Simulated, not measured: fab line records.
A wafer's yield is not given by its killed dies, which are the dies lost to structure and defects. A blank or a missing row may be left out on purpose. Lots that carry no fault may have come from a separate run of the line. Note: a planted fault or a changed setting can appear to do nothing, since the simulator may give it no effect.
Matching of chambers :: flow gf180mcu :: GF_V2_CMP_04 on cmp-01: 4 sister chambers
The step polishes SiO2. 8 wafers are shown with their chamber, then 10 later ones without.

WAFERS PAIRED WITH THEIR CHAMBERS
wafer: L087.1
chamber: 3
time_to_endpoint_s (s): 80
retaining_ring_pressure_frac: 0.996

wafer: L087.2
chamber: 2
time_to_endpoint_s (s): 70
retaining_ring_pressure_frac: 0.988

wafer: L087.3
chamber: 0
time_to_endpoint_s (s): 83
retaining_ring_pressure_frac: 1.001

wafer: L090.2
chamber: 1
time_to_endpoint_s (s): 89
retaining_ring_pressure_frac: 0.994

wafer: L090.3
chamber: 3
time_to_endpoint_s (s): 85
retaining_ring_pressure_frac: 0.999

wafer: L090.4
chamber: 2
time_to_endpoint_s (s): 73
retaining_ring_pressure_frac: 0.993

wafer: L091.1
chamber: 0
time_to_endpoint_s (s): 91
retaining_ring_pressure_frac: 0.990

wafer: L091.3
chamber: 1
time_to_endpoint_s (s): 76
retaining_ring_pressure_frac: 0.997

WAFERS WITHOUT THEIR CHAMBER
wafer: L091.4
time_to_endpoint_s (s): 73
retaining_ring_pressure_frac: 0.998

wafer: L093.1
time_to_endpoint_s (s): 84
retaining_ring_pressure_frac: 1.003

wafer: L093.5
time_to_endpoint_s (s): 85
retaining_ring_pressure_frac: 1.003

wafer: L093.6
time_to_endpoint_s (s): 93
retaining_ring_pressure_frac: 1.003

wafer: L094.2
time_to_endpoint_s (s): 77
retaining_ring_pressure_frac: 0.998

wafer: L094.3
time_to_endpoint_s (s): 78
retaining_ring_pressure_frac: 1.004

wafer: L094.5
time_to_endpoint_s (s): 85
retaining_ring_pressure_frac: 0.993

wafer: L096.3
time_to_endpoint_s (s): 73
retaining_ring_pressure_frac: 0.995

wafer: L096.4
time_to_endpoint_s (s): 81
retaining_ring_pressure_frac: 1.001

wafer: L096.5
time_to_endpoint_s (s): 83
retaining_ring_pressure_frac: 1.000

WHICH CHAMBER EACH WENT THROUGH
wafer: L091.4
from the rows above: can't be placed: 3 or 2 or 1 or 0
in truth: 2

wafer: L093.1
from the rows above: can't be placed: 3 or 1 or 0
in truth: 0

wafer: L093.5
from the rows above: can't be placed: 3 or 0 or 1
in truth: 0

wafer: L093.6
from the rows above: can't be placed: 0 or 3 or 1
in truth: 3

wafer: L094.2
from the rows above: can't be placed: 3 or 1 or 0 or 2
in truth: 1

wafer: L094.3
from the rows above: can't be placed: 3 or 1 or 0 or 2
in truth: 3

wafer: L094.5
from the rows above: can't be placed: 0 or 1 or 3 or 2
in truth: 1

wafer: L096.3
from the rows above: can't be placed: 2 or 1 or 3 or 0
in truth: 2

wafer: L096.4
from the rows above: can't be placed: 3 or 1 or 0
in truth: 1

wafer: L096.5
from the rows above: can't be placed: 3 or 1 or 0
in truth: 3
Placed correctly: 0 of 10. Can't be placed from these rows: 10 (the true chamber is among the candidates in 10). 0 placed wrongly.
How it was worked out, from the rows above alone: a wafer's distance from a chamber is the root of the sum, over the readings, of the square of ((its reading less the chamber's mean) divided by the reading's scatter). The wafer belongs to the nearest chamber; if the next one is less than 2 further off, it can't be placed. For every chamber, the mean is computed from those of its wafers that are shown. The scatter: take each reading less its chamber's mean, square it, sum over the shown wafers, divide by the number of wafers less the number of chambers, and take the root.
